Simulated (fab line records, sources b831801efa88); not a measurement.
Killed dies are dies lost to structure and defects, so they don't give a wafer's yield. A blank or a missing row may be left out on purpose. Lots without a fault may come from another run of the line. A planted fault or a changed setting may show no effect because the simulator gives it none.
Chamber matching | flow gf180mcu | GF_V2_CMP_04 on cmp-01: 4 sister chambers
The step polishes SiO2. 27 wafers are shown with their chamber, then 12 later ones without.

WAFERS WITH THEIR CHAMBER
wafer  | chamber | motor_current_A (A) | time_to_endpoint_s (s) | retaining_ring_pressure_frac
L074.1 | 1       | 15.8                | 77                     | 1.007
L074.3 | 2       | 11.6                | 69                     | 1.001
L074.6 | 2       | 11.7                | 80                     | 1.000
L075.1 | 0       | 12.4                | 75                     | 0.997
L075.2 | 2       | 11.8                | 77                     | 0.998
L075.4 | 3       | 13.8                | 81                     | 0.998
L078.2 | 0       | 12.8                | 83                     | 1.002
L078.3 | 1       | 15.3                | 79                     | 1.000
L078.5 | 2       | 11.7                | 84                     | 0.996
L081.1 | 2       | 11.9                | 74                     | 1.006
L081.2 | 1       | 15.5                | 82                     | 0.996
L081.4 | 3       | 14.5                | 87                     | 1.002
L082.3 | 3       | 14.2                | 83                     | 1.004
L082.4 | 2       | 12.1                | 73                     | 0.996
L082.5 | 3       | 14.1                | 85                     | 1.003
L083.1 | 2       | 11.8                | 76                     | 0.995
L083.2 | 0       | 12.8                | 88                     | 1.000
L083.6 | 2       | 11.9                | 87                     | 0.998
L088.1 | 1       | 15.6                | 83                     | 0.997
L088.2 | 2       | 12.4                | 77                     | 0.998
L088.4 | 3       | 13.5                | 93                     | 1.002
L089.2 | 2       | 11.3                | 78                     | 1.001
L089.3 | 1       | 15.6                | 84                     | 1.004
L089.4 | 3       | 14.2                | 96                     | 1.007
L090.1 | 2       | 12.4                | 86                     | 0.994
L090.2 | 0       | 12.7                | 82                     | 1.000
L090.3 | 3       | 14.1                | 85                     | 1.009

SIGNATURES (means of the wafers above)
reading                      | chamber 0 | chamber 1 | chamber 2 | chamber 3 | scatter within a chamber
motor_current_A              | 12.675    | 15.560    | 11.873    | 14.057    | 0.29
time_to_endpoint_s           | 82.00     | 81.00     | 78.27     | 87.14     | 5.15
retaining_ring_pressure_frac | 0.99975   | 1.00080   | 0.99845   | 1.00357   | 0.00358
Rule: a wafer's distance from a chamber is the root of the sum, over the readings, of the square of ((its reading less the chamber's mean) divided by the reading's scatter). The wafer belongs to the nearest chamber; if the next one is less than 2 further off, it can't be placed. The scatter: the root of (the sum of the squares of (reading less its chamber's mean) over the shown wafers, divided by (wafers less chambers)).

WAFERS WITHOUT THEIR CHAMBER
wafer  | motor_current_A (A) | time_to_endpoint_s (s) | retaining_ring_pressure_frac
L092.4 | 15.8                | 97                     | 1.005
L092.5 | 11.8                | 89                     | 1.003
L092.6 | 15.9                | 93                     | 1.008
L093.1 | 13.7                | 80                     | 0.996
L093.2 | 12.8                | 80                     | 1.000
L093.3 | 11.7                | 84                     | 1.001
L096.2 | 11.6                | 74                     | 1.003
L096.4 | 15.5                | 88                     | 0.994
L096.6 | 12.1                | 88                     | 1.001
L097.1 | 13.9                | 89                     | 1.010
L097.5 | 16.8                | 88                     | 0.993
L097.6 | 12.1                | 88                     | 1.008

WHICH CHAMBER EACH WENT THROUGH
wafer  | from the rows above     | in truth
L092.4 | 1                       | 1
L092.5 | can't be placed: 2 or 0 | 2
L092.6 | 1                       | 1
L093.1 | can't be placed: 3 or 0 | 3
L093.2 | 0                       | 0
L093.3 | can't be placed: 2 or 0 | 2
L096.2 | 2                       | 2
L096.4 | 1                       | 1
L096.6 | can't be placed: 2 or 0 | 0
L097.1 | 3                       | 3
L097.5 | 1                       | 1
L097.6 | can't be placed: 0 or 2 | 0
Placed correctly: 7 of 12. Can't be placed from these rows: 5 (the true chamber is among the candidates in 5). Placed wrongly: 0.
